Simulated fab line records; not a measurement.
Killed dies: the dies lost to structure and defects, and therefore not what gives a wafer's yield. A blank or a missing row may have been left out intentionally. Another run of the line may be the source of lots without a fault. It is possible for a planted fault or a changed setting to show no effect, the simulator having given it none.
Which of the tools did it? | flow gf180mcu | Sampling: 11 lots, 33 wafers, 6 of 602 route steps

## WHAT THE GAUGES SHOWED, per wafer
GF_M2_CD_MEAS_14 targets a cd of 280 nm. Usual: cd nm 280.0 nm, standard deviation 1.3.
lot  | measured     | on        | cd nm (nm)        | flag
L778 | day 19 20:08 | cd sem-01 | 278.3 279.0 279.1 |
L779 | day 20 07:47 | cd sem-01 | 278.8 278.3 278.5 |
L783 | day 21 05:40 | cd sem-02 | 281.4 280.0 280.2 |
L784 | day 22 00:50 | cd sem-02 | 279.4 280.0 277.9 |
L785 | day 22 10:49 | cd sem-02 | 278.9 279.8 279.2 |
L789 | day 23 19:58 | cd sem-02 | 278.3 278.3 277.3 |
L795 | day 25 17:17 | cd sem-01 | 278.9 279.2 280.4 |
L797 | day 26 03:44 | cd sem-02 | 281.4 279.9 279.8 |
L798 | day 26 09:59 | cd sem-02 | 279.7 279.8 280.6 |
L799 | day 26 19:44 | cd sem-02 | 282.2 282.0 281.2 |
L800 | day 26 23:35 | cd sem-02 | 280.3 281.8 280.9 |

GF_V2_RS_MEAS_24: uses a four-point probe to measure. Usual: V2_W_RS typically reads 0.329 ohm/sq, with standard deviation 0.0038.
lot  | measured     | on            | V2_W_RS (ohm/sq)  | flag
L778 | day 20 22:38 | film metro-02 | 0.330 0.329 0.332 |
L779 | day 21 10:43 | film metro-03 | 0.331 0.338 0.331 |
L783 | day 22 07:44 | film metro-03 | 0.333 0.332 0.334 |
L784 | day 23 02:02 | film metro-03 | 0.330 0.334 0.336 |
L785 | day 23 12:07 | film metro-02 | 0.197 0.197 0.197 | OFF
L789 | day 24 19:59 | film metro-03 | 0.195 0.199 0.197 | OFF
L795 | day 26 16:11 | film metro-02 | 0.326 0.329 0.330 |
L797 | day 27 02:28 | film metro-01 | 0.331 0.326 0.331 |
L798 | day 27 09:34 | film metro-02 | 0.327 0.329 0.323 |
L799 | day 27 18:56 | film metro-02 | 0.330 0.330 0.328 |
L800 | day 27 21:46 | film metro-02 | 0.333 0.328 0.333 |

GF_V2_THK_MEAS_25: measures by xrf. Usual: V2_W_THK typically reads 347 nm, with standard deviation 4.3.
lot  | measured     | on            | V2_W_THK (nm) | flag
L778 | day 20 22:45 | film metro-02 | 346 346 345   |
L779 | day 21 10:50 | film metro-03 | 349 342 351   |
L783 | day 22 07:51 | film metro-03 | 345 348 344   |
L784 | day 23 02:10 | film metro-03 | 354 348 346   |
L785 | day 23 12:14 | film metro-02 | - - 568       | OFF
L789 | day 24 20:07 | film metro-03 | - - -         | OFF
L795 | day 26 16:18 | film metro-02 | 349 346 344   |
L797 | day 27 02:35 | film metro-01 | 338 345 341   |
L798 | day 27 09:41 | film metro-02 | 348 347 353   |
L799 | day 27 19:03 | film metro-02 | 347 345 346   |
L800 | day 27 21:52 | film metro-02 | 341 349 342   |

## WHICH TOOL RAN EACH LOT (tool, then ch and the chambers of the sampled wafers, then the start)
lot  | GF_V2_ETCH_17                                 | GF_V2_SPUTTER_22             | GF_V2_CVD_23
L778 | rie diel-03 ch 0,1,2, day 20 22:29 or earlier | pvd sputter-02, day 20 22:29 | cvd w-02 ch 0,1, day 20 22:31
L779 | rie diel-03 ch 0,1,3, day 21 10:33 or earlier | pvd sputter-01, day 21 10:33 | cvd w-01 ch 0,1, day 21 10:35
L783 | rie diel-04 ch 1,3, day 22 07:34 or earlier   | pvd sputter-01, day 22 07:34 | cvd w-01 ch 0,1, day 22 07:37
L784 | rie diel-04 ch 1,2, day 23 01:53 or earlier   | pvd sputter-01, day 23 01:53 | cvd w-01 ch 0,1, day 23 01:56
L785 | rie diel-02 ch 2,3, day 23 11:58 or earlier   | pvd sputter-03, day 23 11:58 | cvd w-01 ch 0,1, day 23 12:01
L789 | rie diel-04 ch 2,3, day 24 19:50 or earlier   | pvd sputter-03, day 24 19:50 | cvd w-01 ch 0,1, day 24 19:53
L795 | rie diel-04 ch 0,1,2, day 26 16:02 or earlier | pvd sputter-03, day 26 16:02 | cvd w-02 ch 0, day 26 16:04
L797 | rie diel-03 ch 1,2,3, day 27 02:19 or earlier | pvd sputter-01, day 27 02:19 | cvd w-01 ch 0,1, day 27 02:22
L798 | rie diel-04 ch 1,2,3, day 27 09:24 or earlier | pvd sputter-01, day 27 09:24 | cvd w-02 ch 0,1, day 27 09:26
L799 | rie diel-04 ch 0,2,3, day 27 18:46 or earlier | pvd sputter-03, day 27 18:46 | cvd w-01 ch 0,1, day 27 18:49
L800 | rie diel-04 ch 0,3, day 27 21:35 or earlier   | pvd sputter-03, day 27 21:35 | cvd w-02 ch 0,1, day 27 21:40
- GF_V2_ETCH_17: etches SiO2 in C4F8/O2/Ar, stops on TiN, target depth 630 nm.
- GF_V2_SPUTTER_22: material TiN, target thk 10 nm, time 40 s.
- GF_V2_CVD_23: deposits W, target thk 350 nm, time 104.94 s.

## AS READ BY THE TOOLS THEMSELVES (means over the sampled wafers that have a number; for cases with no such wafer, the mark the record gives instead)
GF_V2_ETCH_17. Usual: oes product au 0.855 a.u., standard deviation 0.0047.
lot  | tool        | oes product au (a.u.) | flag
L778 | rie diel-03 | 0.851                 |
L779 | rie diel-03 | 0.855                 |
L783 | rie diel-04 | 0.854                 |
L784 | rie diel-04 | 0.853                 |
L785 | rie diel-02 | 0.857                 |
L789 | rie diel-04 | 0.857                 |
L795 | rie diel-04 | 0.854                 |
L797 | rie diel-03 | 0.853                 |
L798 | rie diel-04 | 0.856                 |
L799 | rie diel-04 | 0.855                 |
L800 | rie diel-04 | 0.855                 |

GF_V2_SPUTTER_22. Usual: throttle valve pct 30.2 %, standard deviation 1.1.
lot  | tool           | throttle valve pct (%) | flag
L778 | pvd sputter-02 | 30.9                   |
L779 | pvd sputter-01 | 29.4                   |
L783 | pvd sputter-01 | 29.3                   |
L784 | pvd sputter-01 | 30.8                   |
L785 | pvd sputter-03 | 30.2                   |
L789 | pvd sputter-03 | 29.4                   |
L795 | pvd sputter-03 | 30.2                   |
L797 | pvd sputter-01 | 29.3                   |
L798 | pvd sputter-01 | 29.3                   |
L799 | pvd sputter-03 | 30.2                   |
L800 | pvd sputter-03 | 30.1                   |

GF_V2_CVD_23. Usual: heater power outer w 505 W, standard deviation 72; heater power w 797 W, standard deviation 110; susceptor temp C 399.96 C, standard deviation 0.2.
lot  | tool     | heater power outer w (W) | heater power w (W) | susceptor temp C (C) | flag
L778 | cvd w-02 | 485                      | 728                | 399.99               |
L779 | cvd w-01 | 479                      | 798                | 399.94               |
L783 | cvd w-01 | 472                      | 781                | 400.05               |
L784 | cvd w-01 | 479                      | 789                | 399.93               |
L785 | cvd w-01 | 753                      | 1191               | 453.52               | OFF
L789 | cvd w-01 | 669                      | 1068               | 453.62               | OFF
L795 | cvd w-02 | 439                      | 657                | 399.79               |
L797 | cvd w-01 | 532                      | 879                | 400.15               |
L798 | cvd w-02 | 486                      | 728                | 399.82               |
L799 | cvd w-01 | 531                      | 860                | 400.17               |
L800 | cvd w-02 | 489                      | 754                | 400.02               |

## THE ANSWER, worked out from the rows above alone
Rule: lot off if the mean of its wafers having a number is beyond 3 standard deviations from the usual mean. Also off: a lot with no number at a reading for which 4 or more lots have one. Any other lot the step has rows for is counted as sound. The gauges are gone through in route order, then the tools' own readings, and for those a lot's mean is taken as printed above. The first step at which some lot is off is used, and at that step the reading that is off furthest; a lot without a number counts as furthest.
Off: L785, L789, at GF_V2_RS_MEAS_24 (V2_W_RS).
If a tool, at a process step before that reading, ran all the lots that are off and no sound lot after the first of them, it fits. Not tried: the gauges at GF_V2_RS_MEAS_24; whatever is off there is also off at GF_V2_CVD_23, on other tools, and gauge error can't account for it. Because GF_V2_ETCH_17 lacks a start for some lots, the hours and order of its lots are taken from GF_V2_SPUTTER_22. No candidate that was tried fits.

## WHAT WAS PUT IN BY THE SIMULATOR
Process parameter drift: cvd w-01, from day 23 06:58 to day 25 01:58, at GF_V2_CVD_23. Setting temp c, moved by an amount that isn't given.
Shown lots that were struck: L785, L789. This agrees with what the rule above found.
